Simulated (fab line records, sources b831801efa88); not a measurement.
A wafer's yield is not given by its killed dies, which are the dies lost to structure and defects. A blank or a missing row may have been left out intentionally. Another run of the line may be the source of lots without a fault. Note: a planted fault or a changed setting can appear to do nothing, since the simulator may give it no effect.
fab line records	flow sky130
[record] lots = 11	wafers = 33	last_day = 50
route steps=708 shown METAL4@601 CAP2M@603 VIA4@646 PAD_OPEN@708
lots that met no fault: taken from a fault-free run of the same line
start_h: start of the lot's first displayed wafer, in hours after the record's first day	wait_h: how many hours have passed since the lot's step before this one	" identical to the entry in the row above	L1.1+2: one row covering several wafers at once	- either no value or no given start	* or withheld: withheld	< > ~ a bound
route shown NAME@n: names a module that has steps shown in the file, with the first one's number in the route	usual: mean/standard deviation of fault-free wafers	same: alike in all rows	chamber/n: place in a boat	sites: each site's reading	_std_site: standard deviation of those values	_edge_site: outer sites' mean less inner sites'	radius_mm: how far each site lies from the wafer's centre	mask NAME#n: copy n	behind: tool/chamber where the wafer was last shaped	hold: the reason the lot was held/the length of the hold in hours/how it ended	device: which transistor (n, p or np) failed to switch	end of line: tests of these same wafers at the route's end	for a step that has no rows: nothing shown but its recipe	killed: the dies lost at the first sort to structure and to defects; this is not the yield of the wafer	map: shows each die of a wafer: x if killed, . if not, _ if none is there
set.NAME: the setting as run; set.NAME@STEP: as run at that earlier step	model.NAME: the simulator's own value behind a step, which no gauge read
a sample of lots followed through the steps of the route, with each step as a table and each wafer as a row
services: a tool's chamber out of use, with start hour (start_h, from the record's first day; less than 0 if before it), hours out, and reason
[[steps]]
[step SKY_METAL4_SPUTTER_03]
[recipe] material = Ti	target_thk_nm = 5	power_w = 3000	time_s = 3.3	chamber_pressure_pa = 0.4
[usual] cathode_dc_power_W = 3000.1/0.56	throttle_valve_pct = 30.1/0.99
[same] time_s = 3.3
lot.wafer	tool	chamber	start_h	wait_h	cathode_dc_power_W	throttle_valve_pct
L388.2	pvd_sputter-03	-	923.61	0.0	2999.4	30.0
L388.5	"	-	"	"	2999.8	29.9
L388.6	"	-	"	"	3000.0	29.5
L389.1	pvd_sputter-01	-	929.46	0.0	2999.3	31.6
L389.2	"	-	"	"	2999.7	31.3
L389.3	"	-	"	"	3000.3	30.2
L394.1	pvd_sputter-01	-	969.23	0.0	3000.3	31.7
L394.2	"	-	"	"	3000.5	30.5
L394.6	"	-	"	"	3000.4	31.6
L395.1	pvd_sputter-03	-	980.61	0.0	3000.1	29.4
L395.2	"	-	"	"	3000.4	29.9
L395.5	"	-	"	"	2998.9	31.5
L396.1	pvd_sputter-04	-	998.61	0.0	3000.5	30.1
L396.4	"	-	"	"	2999.6	28.2
L396.6	"	-	"	"	3000.8	30.5
L398.2	pvd_sputter-03	-	1012.46	0.0	3000.4	29.4
L398.3	"	-	"	"	3000.7	30.0
L398.6	"	-	"	"	2999.2	29.3
L397.1	pvd_sputter-03	-	1014.25	0.0	3000.5	29.2
L397.3	"	-	"	"	2999.3	30.1
L397.5	"	-	"	"	2999.9	29.8
L400.2	pvd_sputter-03	-	1021.83	0.0	3000.6	30.1
L400.3	"	-	"	"	2999.5	29.4
L400.6	"	-	"	"	3000.5	29.6
L405.1	pvd_sputter-04	-	1042.54	0.0	3000.1	28.0
L405.2	"	-	"	"	3000.7	31.3
L405.5	"	-	"	"	2999.7	28.1
L407.1	pvd_sputter-03	-	1060.48	0.0	3000.4	29.5
L407.3	"	-	"	"	3000.5	29.9
L407.4	"	-	"	"	2999.7	29.9
L410.1	pvd_sputter-03	-	1075.93	0.0	3000.6	31.3
L410.3	"	-	"	"	3001.0	30.0
L410.5	"	-	"	"	3000.1	30.2
[step SKY_CAP2M_CVD_00]
[recipe] material = SiO2	target_thk_nm = 15.5	temp_c = 400	time_s = withheld	rf_w = 450
[usual] heater_power_w = 726/99
lot.wafer	tool	chamber	start_h	wait_h	heater_power_w
L388.2	pecvd-01	1	923.68	0.0	694
L388.5	"	2	"	"	798
L388.6	"	1	"	"	687
L389.1	pecvd-01	2	929.53	0.0	869
L389.2	"	0	"	"	672
L389.3	"	1	"	"	670
L394.1	pecvd-04	1	969.30	0.0	726
L394.2	"	0	"	"	796
L394.6	"	2	"	"	744
L395.1	pecvd-01	0	980.67	0.0	791
L395.2	"	2	"	"	875
L395.5	"	0	"	"	814
L396.1	pecvd-02	2	998.68	0.0	625
L396.4	"	1	"	"	702
L396.6	"	0	"	"	724
L398.2	pecvd-02	2	1012.53	0.0	635
L398.3	"	0	"	"	717
L398.6	"	1	"	"	630
L397.1	pecvd-01	0	1014.32	0.0	811
L397.3	"	2	"	"	828
L397.5	"	0	"	"	801
L400.2	pecvd-04	2	1021.90	0.0	699
L400.3	"	1	"	"	626
L400.6	"	2	"	"	683
L405.1	pecvd-01	0	1042.61	0.0	660
L405.2	"	1	"	"	626
L405.5	"	2	"	"	801
L407.1	pecvd-01	2	1060.55	0.0	831
L407.3	"	0	"	"	807
L407.4	"	0	"	"	807
L410.1	pecvd-04	0	1076.00	0.0	961
L410.3	"	1	"	"	728
L410.5	"	2	"	"	704
[step SKY_METAL4_ETCH_17]
[recipe] target = SiO2	stop_on = TiN	chemistry = C4F8/O2/Ar	source_w = 1500	bias_w = 1200	pressure_mtorr = 40	c4f8_flow_sccm = withheld	O2_flow_sccm = 6	Ar_flow_sccm = 300	time_s = 3.9	target_depth_a = 150
[usual] bias_w = 1200/3.8	oes_product_au = 0.753/0.0067
[same] time_s = 3.9
lot.wafer	tool	chamber	start_h	wait_h	bias_w	oes_product_au	rf_hours_counter_h
L388.2	rie_diel-03	0	972.24	0.1	1203	0.750	7
L388.5	"	3	"	"	1205	0.758	-
L388.6	"	0	"	"	1202	0.748	-
L389.1	rie_diel-04	1	978.97	0.2	1198	0.757	13
L389.2	"	3	"	"	1196	0.756	2
L389.3	"	0	"	"	1202	0.749	5
L394.1	rie_diel-03	0	1017.20	0.1	1189	0.753	9
L394.2	"	1	"	"	1197	0.752	20
L394.6	"	3	"	"	1205	0.764	-
L395.1	rie_diel-04	0	1028.14	0.1	1195	0.760	6
L395.2	"	1	"	"	1201	0.754	14
L395.5	"	3	"	"	1200	0.757	-
L396.1	rie_diel-04	2	1044.60	0.1	1196	0.746	12
L396.4	"	0	"	"	1197	0.752	7
L396.6	"	3	"	"	1202	0.743	-
L398.2	rie_diel-02	0	1057.90	0.1	1200	0.745	2
L398.3	"	2	"	"	1198	0.743	23
L398.6	"	1	"	"	1200	0.752	-
L397.1	rie_diel-02	3	1059.44	0.1	1196	0.748	12
L397.3	"	0	"	"	1203	0.741	2
L397.5	"	2	"	"	1205	0.756	-
L400.2	rie_diel-04	3	1066.91	0.1	1203	0.758	5
L400.3	"	1	"	"	1202	0.757	16
L400.6	"	0	"	"	1201	0.764	-
L405.1	rie_diel-04	2	1086.30	0.1	1199	0.752	13
L405.2	"	0	"	"	1199	0.757	8
L405.5	"	3	"	"	1201	0.760	-
L407.1	rie_diel-04	0	1102.39	0.1	1208	0.748	9
L407.3	"	2	"	"	1197	0.757	13
L407.4	"	1	"	"	1205	0.758	16
L410.1	rie_diel-03	1	1117.45	0.1	1196	0.742	24
L410.3	"	3	"	"	1203	0.758	29
L410.5	"	2	"	"	1203	0.748	-
[step SKY_VIA4_SOFTBAKE_07]
[recipe] temp_c = 90	time_s = 60	resist = NOVOLAK
[usual] run_length_s = 89.34/0.26
lot.wafer	tool	chamber	start_h	wait_h	run_length_s
L388.2	litho_track-02	0	985.83	0.1	89.51
L388.5	"	0	"	"	89.60
L388.6	"	0	"	"	89.60
L389.1	litho_track-02	0	991.91	0.1	89.48
L389.2	"	0	"	"	89.54
L389.3	"	0	"	"	89.48
L394.1	litho_track-02	0	1029.11	0.1	89.61
L394.2	"	0	"	"	89.44
L394.6	"	0	"	"	89.46
L395.1	litho_track-01	0	1040.86	0.1	89.60
L395.2	"	0	"	"	89.18
L395.5	"	0	"	"	89.41
L396.1	litho_track-01	0	1057.21	0.1	89.13
L396.4	"	0	"	"	89.61
L396.6	"	0	"	"	89.21
L398.2	litho_track-02	0	1069.43	0.1	89.45
L398.3	"	0	"	"	89.53
L398.6	"	0	"	"	89.69
L397.1	litho_track-01	0	1071.11	0.1	89.28
L397.3	"	0	"	"	89.21
L397.5	"	0	"	"	89.27
L400.2	litho_track-01	0	1078.43	0.1	89.37
L400.3	"	0	"	"	89.36
L400.6	"	0	"	"	89.33
L405.1	litho_track-01	0	1097.71	0.1	118.69
L405.2	"	0	"	"	118.40
L405.5	"	0	"	"	118.76
L407.1	litho_track-01	0	1113.71	0.1	118.43
L407.3	"	0	"	"	118.67
L407.4	"	0	"	"	118.47
L410.1	litho_track-02	0	1128.11	0.1	89.60
L410.3	"	0	"	"	89.61
L410.5	"	0	"	"	89.93
[step SKY_VIA4_STRIP_13]
[recipe] chemistry = O2/N2	power_w = 1400	pressure_mtorr = 1500	platen_temp_c = withheld	o2_flow_sccm = 3000	n2_flow_sccm = 300	overash_fraction = 0.5
[usual] drypump_motor_current_A = 5.72/0.26	n2_flow_sccm = 299.9/0.77	oes_product_au = 0.709/0.0047	strip_time_to_endpoint_s = 12.81/0.032
lot.wafer	tool	chamber	start_h	wait_h	drypump_motor_current_A	n2_flow_sccm	oes_product_au	rf_hours_counter_h	strip_time_to_endpoint_s
L388.2	plasma_asher-02	0	997.31	-	5.45	298.9	0.718	57	12.77
L388.5	"	0	"	"	5.45	298.4	0.714	-	12.81
L388.6	"	1	"	"	5.74	300.9	0.708	-	12.83
L389.1	plasma_asher-03	0	1003.37	-	6.05	299.6	0.707	117	12.83
L389.2	"	1	"	"	5.53	300.1	0.709	117	12.80
L389.3	"	1	"	"	5.53	299.6	0.708	-	12.82
L394.1	plasma_asher-01	0	1040.52	-	5.43	299.6	0.709	29	12.80
L394.2	"	1	"	"	5.97	299.2	0.699	29	12.82
L394.6	"	0	"	"	5.43	299.0	0.702	-	12.82
L395.1	plasma_asher-02	1	1052.07	-	5.75	299.0	0.712	62	12.81
L395.2	"	0	"	"	5.46	301.7	0.718	62	12.79
L395.5	"	0	"	"	5.45	299.6	0.710	-	12.77
L396.1	plasma_asher-01	1	1068.27	-	6.03	299.9	0.711	32	12.84
L396.4	"	1	"	"	6.00	298.5	0.710	-	12.93
L396.6	"	0	"	"	5.41	301.9	0.716	-	12.89
L398.2	plasma_asher-03	0	1079.62	-	6.08	299.9	0.712	0	12.78
L398.3	"	0	"	"	6.04	300.2	0.710	-	12.79
L398.6	"	0	"	"	6.07	300.9	0.704	-	12.77
L397.1	plasma_asher-03	0	1081.62	-	6.08	299.6	0.704	1	12.82
L397.3	"	0	"	"	6.05	300.7	0.706	-	12.79
L397.5	"	0	"	"	6.06	298.8	0.716	-	12.79
L400.2	plasma_asher-03	0	1088.22	-	6.06	300.6	0.704	1	12.82
L400.3	"	1	"	"	5.54	299.9	0.719	-	12.79
L400.6	"	1	"	"	5.55	299.7	0.710	-	12.76
L405.1	plasma_asher-02	1	1107.82	-	5.74	299.4	0.710	68	12.73
L405.2	"	0	"	"	5.46	300.7	0.704	68	12.70
L405.5	"	1	"	"	5.73	299.8	0.712	-	12.64
L407.1	plasma_asher-01	0	1123.52	-	5.45	300.3	0.713	37	12.74
L407.3	"	1	"	"	6.00	299.3	0.700	-	12.67
L407.4	"	0	"	"	5.42	300.6	0.710	-	12.72
L410.1	plasma_asher-02	1	1138.02	-	5.76	299.7	0.711	71	12.81
L410.3	"	1	"	"	5.75	299.8	0.705	-	12.82
L410.5	"	0	"	"	5.45	300.7	0.704	-	12.82
[step SKY_PAD_OPEN_PROBE_99]
[usual] defect_limited_yield = 82.5/1.8	killed_at_M0_to_M3 = 42/6.6	killed_at_M4_up = 3.0/1.8	killed_at_contacts = 25/5.1	killed_at_front_end = 15/4.4	killed_at_other = 0.3/0.56	killed_dies = 86/8.6	killed_open = 47/6.9	killed_short = 38/6	sort_bin_3_pad_short = 0.8/0.42	sort_bin_5_function = 10.6/1.5	sort_bin_6_memory = 6.1/1.1	sort_n_pass = 406/8.6	sort_yield_pct = 82.5/1.8
[same] gross_dies = 492	killed_at_back_side = 0	sort_bin_4_leakage[%] = 0	sort_bin_8_speed[%] = 0
lot.wafer	tool	chamber	start_h	wait_h	defect_limited_yield[%]	killed_at_M0_to_M3	killed_at_M4_up	killed_at_contacts	killed_at_front_end	killed_at_other	killed_dies	killed_open	killed_short	sort_bin_3_pad_short[%]	sort_bin_5_function[%]	sort_bin_6_memory[%]	sort_n_pass	sort_yield_pct[%]
L388.2	prober-01	-	1068.52	0.1	81.3	44	6	21	21	0	92	51	41	1.2	10.8	6.7	400	81.3
L388.5	prober-01	-	1068.67	0.2	83.7	35	4	25	16	0	80	47	33	0.8	8.7	6.7	412	83.7
L388.6	prober-01	-	1068.72	0.2	82.3	43	2	27	14	1	87	58	29	0.4	10.4	6.9	405	82.3
L389.1	prober-02	-	1074.53	0.1	85.0	26	4	24	20	0	74	39	33	0.6	8.5	5.9	418	85.0
L389.2	prober-02	-	1074.58	0.1	80.3	54	1	30	12	0	97	52	44	1.6	10.4	7.7	395	80.3
L389.3	prober-02	-	1074.63	0.2	84.8	31	1	34	9	0	75	42	33	0.4	9.8	5.1	417	84.8
L394.1	prober-01	-	1107.18	0.1	79.5	48	6	24	23	0	101	51	50	0.4	15.0	5.1	391	79.5
L394.2	prober-01	-	1107.23	0.1	78.0	52	0	33	23	0	108	63	45	1.0	14.2	6.7	384	78.0
L394.6	prober-01	-	1107.43	0.2	82.5	40	3	24	18	1	86	46	40	0.8	9.1	7.5	406	82.5
L395.1	prober-02	-	1117.53	0.1	83.7	44	1	23	11	1	80	48	32	0.2	9.3	6.7	412	83.7
L395.2	prober-02	-	1117.58	0.1	84.6	32	3	29	12	0	76	32	44	1.4	10.6	3.5	416	84.6
L395.5	prober-02	-	1117.73	0.2	79.9	49	2	31	17	0	99	55	44	0.8	12.8	6.5	393	79.9
L396.1	prober-01	-	1131.93	0.1	82.3	36	5	28	18	0	87	47	40	0.4	11.8	5.5	405	82.3
L396.4	prober-01	-	1132.08	0.2	81.7	43	6	22	19	0	90	47	43	1.0	10.6	6.7	402	81.7
L396.6	prober-01	-	1132.18	0.2	83.3	38	4	24	16	0	82	47	35	1.2	9.3	6.1	410	83.3
L398.2	prober-01	-	1144.66	0.1	83.7	44	0	27	9	0	80	44	36	1.6	10.0	4.7	412	83.7
L398.3	prober-01	-	1144.71	0.2	83.7	34	2	26	18	0	80	43	37	0.6	9.1	6.5	412	83.7
L398.6	prober-01	-	1144.86	0.2	84.3	44	3	22	8	0	77	35	42	1.0	9.1	5.5	415	84.3
L397.1	prober-02	-	1145.26	0.1	79.9	59	5	25	9	1	99	52	47	1.4	12.6	6.1	393	79.9
L397.3	prober-02	-	1145.36	0.2	84.8	40	3	23	8	1	75	48	26	0.2	10.8	4.3	417	84.8
L397.5	prober-02	-	1145.46	0.2	82.7	43	5	24	13	0	85	48	37	0.4	12.4	4.5	407	82.7
L400.2	prober-01	-	1151.73	0.1	80.5	48	2	26	19	1	96	45	51	1.4	12.2	5.9	396	80.5
L400.3	prober-01	-	1151.78	0.2	80.3	41	3	37	16	0	97	52	45	0.6	11.8	7.3	395	80.3
L400.6	prober-01	-	1151.93	0.2	80.7	44	2	26	23	0	95	45	50	0.6	11.4	7.3	397	80.7
L405.1	prober-02	-	1168.08	0.1	83.9	46	2	21	10	0	79	50	29	0.8	9.6	5.7	413	83.9
L405.2	prober-02	-	1168.13	0.1	81.9	41	3	23	21	1	89	49	39	1.2	11.0	5.9	403	81.9
L405.5	prober-02	-	1168.28	0.2	85.0	36	3	22	13	0	74	38	36	0	8.1	6.9	418	85.0
L407.1	prober-02	-	1181.87	0.1	82.5	44	2	20	19	1	86	52	33	0.8	10.6	6.1	406	82.5
L407.3	prober-02	-	1181.97	0.2	84.8	26	1	32	16	0	75	41	34	0.2	10.2	4.9	417	84.8
L407.4	prober-02	-	1182.02	0.2	83.5	41	1	21	18	0	81	45	35	0.2	12.6	3.7	411	83.5
L410.1	prober-01	-	1194.63	0.1	83.1	47	4	17	15	0	83	52	31	1.0	10.6	5.3	409	83.1
L410.3	prober-01	-	1194.73	0.2	83.9	41	2	23	13	0	79	42	37	0	9.8	6.3	413	83.9
L410.5	prober-01	-	1194.83	0.2	81.7	44	3	29	12	2	90	48	42	1.2	11.2	5.9	402	81.7
// killed by level:class
L388.2 VIA1:geometric_particle:open=14 FIELD_ISO:geometric_particle:short=9 CONTACT:geometric_particle:open=9 LI_CONTACT:geometric_particle:open=6 VIA2:geometric_particle:open=6 POLY_GATE:geometric_particle:short=5 VIA3:geometric_particle:short=5 FIELD_ISO:geometric_particle:open=4
L388.5 CONTACT:geometric_particle:open=13 VIA1:geometric_particle:open=10 FIELD_ISO:geometric_particle:short=7 METAL1:geometric_particle:short=7 LI_CONTACT:geometric_particle:open=6 POLY_GATE:geometric_particle:open=4 VIA3:geometric_particle:open=4 VIA1:geometric_particle:short=3
L388.6 VIA1:geometric_particle:open=20 CONTACT:geometric_particle:open=12 LI_CONTACT:geometric_particle:open=7 VIA3:geometric_particle:open=6 LOCAL_INTERCONNECT:geometric_particle:short=4 VIA1:geometric_particle:short=4 VIA2:geometric_particle:open=4 FIELD_ISO:geometric_particle:short=3
L389.1 CONTACT:geometric_particle:open=8 FIELD_ISO:geometric_particle:short=5 FIELD_ISO:geometric_particle:open=5 CONTACT:geometric_particle:short=5 POLY_GATE:geometric_particle:short=5 LOCAL_INTERCONNECT:geometric_particle:short=5 VIA1:geometric_particle:open=5 VIA3:geometric_particle:open=4
L389.2 VIA3:geometric_particle:open=11 LI_CONTACT:geometric_particle:open=9 VIA2:geometric_particle:open=9 VIA1:geometric_particle:open=8 CONTACT:geometric_particle:open=7 METAL1:geometric_particle:short=7 METAL2:geometric_particle:short=6 POLY_GATE:geometric_particle:short=5
L389.3 LI_CONTACT:geometric_particle:open=11 CONTACT:geometric_particle:open=9 VIA1:geometric_particle:open=7 LOCAL_INTERCONNECT:geometric_particle:short=6 LI_CONTACT:geometric_particle:short=5 VIA2:geometric_particle:open=5 METAL1:geometric_particle:short=4 METAL2:geometric_particle:short=3
L394.1 CONTACT:geometric_particle:open=9 VIA1:geometric_particle:open=9 FIELD_ISO:geometric_particle:short=8 VIA2:geometric_particle:open=8 LOCAL_INTERCONNECT:geometric_particle:short=7 VIA1:geometric_particle:short=7 METAL4:geometric_particle:short=6 VIA3:geometric_particle:open=6
L394.2 CONTACT:geometric_particle:open=12 LI_CONTACT:geometric_particle:open=11 VIA1:geometric_particle:open=9 VIA2:geometric_particle:open=9 POLY_GATE:geometric_particle:open=7 METAL1:geometric_particle:short=5 VIA2:geometric_particle:short=5 VIA3:geometric_particle:open=5
L394.6 VIA1:geometric_particle:open=9 LI_CONTACT:geometric_particle:open=8 VIA2:geometric_particle:open=8 FIELD_ISO:geometric_particle:open=6 CONTACT:geometric_particle:open=6 FIELD_ISO:geometric_particle:short=5 VIA2:geometric_particle:short=5 POLY_GATE:geometric_particle:short=4
L395.1 VIA1:geometric_particle:open=12 VIA2:geometric_particle:open=10 CONTACT:geometric_particle:open=9 LI_CONTACT:geometric_particle:open=7 FIELD_ISO:geometric_particle:short=5 LOCAL_INTERCONNECT:geometric_particle:short=4 VIA2:geometric_particle:short=4 CONTACT:geometric_particle:short=3
L395.2 METAL2:geometric_particle:short=9 LI_CONTACT:geometric_particle:short=7 LI_CONTACT:geometric_particle:open=7 CONTACT:geometric_particle:open=7 VIA2:geometric_particle:open=5 FIELD_ISO:geometric_particle:open=4 LOCAL_INTERCONNECT:geometric_particle:short=4 METAL1:geometric_particle:short=4
L395.5 VIA1:geometric_particle:open=13 CONTACT:geometric_particle:open=10 LI_CONTACT:geometric_particle:open=8 METAL1:geometric_particle:short=7 POLY_GATE:geometric_particle:open=5 METAL2:geometric_particle:short=5 VIA3:geometric_particle:open=5 FIELD_ISO:geometric_particle:open=4
L396.1 CONTACT:geometric_particle:open=11 VIA1:geometric_particle:open=11 FIELD_ISO:geometric_particle:short=8 LI_CONTACT:geometric_particle:open=7 FIELD_ISO:geometric_particle:open=6 CONTACT:geometric_particle:short=6 METAL1:geometric_particle:short=6 METAL3:geometric_particle:short=4
L396.4 CONTACT:geometric_particle:open=10 VIA1:geometric_particle:open=8 FIELD_ISO:geometric_particle:open=6 FIELD_ISO:geometric_particle:short=6 VIA3:geometric_particle:open=6 VIA2:geometric_particle:open=6 LI_CONTACT:geometric_particle:open=5 METAL4:geometric_particle:short=5
L396.6 VIA1:geometric_particle:open=10 CONTACT:geometric_particle:open=10 METAL1:geometric_particle:short=6 VIA3:geometric_particle:open=6 LI_CONTACT:geometric_particle:open=5 VIA2:geometric_particle:open=5 CONTACT:geometric_particle:short=4 VIA1:geometric_particle:short=4
L398.2 CONTACT:geometric_particle:open=12 VIA1:geometric_particle:open=8 LOCAL_INTERCONNECT:geometric_particle:short=7 METAL1:geometric_particle:short=6 VIA3:geometric_particle:open=6 CONTACT:geometric_particle:short=5 VIA1:geometric_particle:short=5 METAL2:geometric_particle:short=5
L398.3 CONTACT:geometric_particle:open=10 VIA1:geometric_particle:open=9 POLY_GATE:geometric_particle:short=7 METAL2:geometric_particle:short=6 LI_CONTACT:geometric_particle:open=5 LOCAL_INTERCONNECT:geometric_particle:short=4 CONTACT:geometric_particle:short=4 VIA2:geometric_particle:open=4
L398.6 CONTACT:geometric_particle:open=7 LOCAL_INTERCONNECT:geometric_particle:short=7 METAL2:geometric_particle:short=7 VIA1:geometric_particle:open=6 VIA2:geometric_particle:open=6 METAL1:geometric_particle:short=5 LI_CONTACT:geometric_particle:open=4 VIA3:geometric_particle:short=4
L397.1 VIA1:geometric_particle:open=12 VIA3:geometric_particle:open=11 VIA2:geometric_particle:open=8 CONTACT:geometric_particle:open=7 METAL2:geometric_particle:short=7 METAL3:geometric_particle:short=7 VIA2:geometric_particle:short=6 LOCAL_INTERCONNECT:geometric_particle:short=5
L397.3 CONTACT:geometric_particle:open=9 VIA1:geometric_particle:open=9 VIA3:geometric_particle:open=8 VIA2:geometric_particle:open=6 VIA1:geometric_particle:short=5 LOCAL_INTERCONNECT:geometric_particle:short=5 LI_CONTACT:geometric_particle:open=4 FIELD_ISO:geometric_particle:open=3
L397.5 VIA1:geometric_particle:open=11 CONTACT:geometric_particle:open=10 VIA3:geometric_particle:open=7 METAL1:geometric_particle:short=6 VIA2:geometric_particle:open=6 LI_CONTACT:geometric_particle:open=5 METAL4:geometric_particle:short=5 METAL2:geometric_particle:short=4
L400.2 VIA1:geometric_particle:open=10 CONTACT:geometric_particle:short=9 CONTACT:geometric_particle:open=9 VIA2:geometric_particle:open=8 METAL1:geometric_particle:short=6 VIA1:geometric_particle:short=6 METAL2:geometric_particle:short=6 POLY_GATE:geometric_particle:open=5
L400.3 CONTACT:geometric_particle:open=15 FIELD_ISO:geometric_particle:open=8 LI_CONTACT:geometric_particle:open=8 METAL1:geometric_particle:short=8 CONTACT:geometric_particle:short=7 VIA1:geometric_particle:open=6 VIA2:geometric_particle:short=6 VIA2:geometric_particle:open=6
L400.6 CONTACT:geometric_particle:open=10 VIA1:geometric_particle:open=10 CONTACT:geometric_particle:short=9 VIA1:geometric_particle:short=8 FIELD_ISO:geometric_particle:short=6 VIA3:geometric_particle:open=6 POLY_GATE:geometric_particle:short=5 LI_CONTACT:geometric_particle:open=4
L405.1 VIA1:geometric_particle:open=13 METAL1:geometric_particle:short=8 VIA3:geometric_particle:open=8 LI_CONTACT:geometric_particle:open=7 CONTACT:geometric_particle:open=7 FIELD_ISO:geometric_particle:open=4 POLY_GATE:geometric_particle:open=4 METAL3:geometric_particle:short=4
L405.2 VIA1:geometric_particle:open=11 FIELD_ISO:geometric_particle:short=9 VIA3:geometric_particle:open=9 CONTACT:geometric_particle:open=8 FIELD_ISO:geometric_particle:open=5 LI_CONTACT:geometric_particle:open=5 METAL3:geometric_particle:short=5 CONTACT:geometric_particle:short=4
L405.5 CONTACT:geometric_particle:open=11 VIA1:geometric_particle:open=8 METAL3:geometric_particle:short=6 POLY_GATE:geometric_particle:open=5 METAL1:geometric_particle:short=5 LOCAL_INTERCONNECT:geometric_particle:short=4 VIA2:geometric_particle:open=4 POLY_GATE:geometric_particle:short=3
L407.1 VIA1:geometric_particle:open=11 POLY_GATE:geometric_particle:open=7 VIA3:geometric_particle:open=7 LI_CONTACT:geometric_particle:open=6 CONTACT:geometric_particle:open=6 METAL1:geometric_particle:short=6 VIA3:geometric_particle:short=6 VIA2:geometric_particle:open=5
L407.3 CONTACT:geometric_particle:open=13 CONTACT:geometric_particle:short=6 VIA3:geometric_particle:open=6 FIELD_ISO:geometric_particle:open=5 LI_CONTACT:geometric_particle:open=5 VIA1:geometric_particle:open=5 POLY_GATE:geometric_particle:short=4 LOCAL_INTERCONNECT:geometric_particle:short=4
L407.4 VIA1:geometric_particle:open=7 FIELD_ISO:geometric_particle:open=6 LOCAL_INTERCONNECT:geometric_particle:short=6 VIA3:geometric_particle:short=6 VIA1:geometric_particle:short=6 LI_CONTACT:geometric_particle:open=5 VIA2:geometric_particle:open=5 CONTACT:geometric_particle:open=5
L410.1 VIA1:geometric_particle:open=14 VIA2:geometric_particle:open=11 CONTACT:geometric_particle:open=6 POLY_GATE:geometric_particle:open=6 VIA3:geometric_particle:open=6 LOCAL_INTERCONNECT:geometric_particle:short=5 METAL2:geometric_particle:short=5 FIELD_ISO:geometric_particle:open=4
L410.3 CONTACT:geometric_particle:open=11 VIA3:geometric_particle:open=7 VIA1:geometric_particle:open=6 VIA1:geometric_particle:short=6 LOCAL_INTERCONNECT:geometric_particle:short=5 METAL2:geometric_particle:short=5 VIA2:geometric_particle:open=5 POLY_GATE:geometric_particle:short=4
L410.5 VIA1:geometric_particle:open=11 CONTACT:geometric_particle:open=9 VIA3:geometric_particle:open=8 CONTACT:geometric_particle:short=8 VIA2:geometric_particle:short=6 VIA2:geometric_particle:open=5 POLY_GATE:geometric_particle:short=4 LI_CONTACT:geometric_particle:open=4
[[services]]
tool	chamber	start_h	hours	kind
pecvd-02	-	902.48	0.9	repair
pecvd-04	1	902.56	23.6	repair
rie_diel-03	-	905.88	0.6	repair
rie_diel-04	3	909.89	7.0	repair
plasma_asher-01	-	915.56	1.0	repair
rie_diel-04	1	915.96	9.0	repair
pvd_sputter-03	-	916.19	1.5	repair
rie_diel-02	0	916.38	5.2	repair
rie_diel-03	3	918.45	7.8	repair
pvd_sputter-01	-	935.25	5.0	repair
pecvd-04	2	980.88	10.6	repair
pecvd-04	1	1011.98	8.4	repair
plasma_asher-03	-	1015.61	2.8	pm
rie_diel-04	2	1028.10	7.5	repair
rie_diel-04	2	1035.77	4.9	repair
plasma_asher-01	-	1041.87	2.8	pm
rie_diel-03	-	1043.62	2.8	pm
rie_diel-04	3	1048.69	10.1	repair
plasma_asher-03	-	1053.02	14.6	pm
plasma_asher-03	-	1067.62	9.0	pm
rie_diel-04	1	1092.31	4.4	repair
pecvd-04	-	1117.05	1.2	repair
plasma_asher-03	-	1126.39	1.3	repair
plasma_asher-01	-	1137.82	4.0	repair
[[key]]
[first_sign] step = SKY_VIA4_SOFTBAKE_07	reading = run_length_s	direction = up	sigmas = 99+	usual = *	struck = *
[effect] step = SKY_VIA4_STRIP_13	reading = strip_time_to_endpoint_s	direction = down	sigmas = 3.3	usual = *	struck = *	wafers_moved = 5
met_at SKY_VIA4_SOFTBAKE_07
struck_lots L405,L407
not_acting_at SKY_METAL4_SPUTTER_03,SKY_CAP2M_CVD_00,SKY_METAL4_ETCH_17
onset_between 1078.43 1097.71
[fault] kind = process_parameter_drift	tool = litho_track-01	chamber = -	onset_h = 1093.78	steps = SKY_VIA4_SOFTBAKE_07	channel = time_s	offset = *	shape = step	end_h = 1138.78	acts_in = *	stated = *
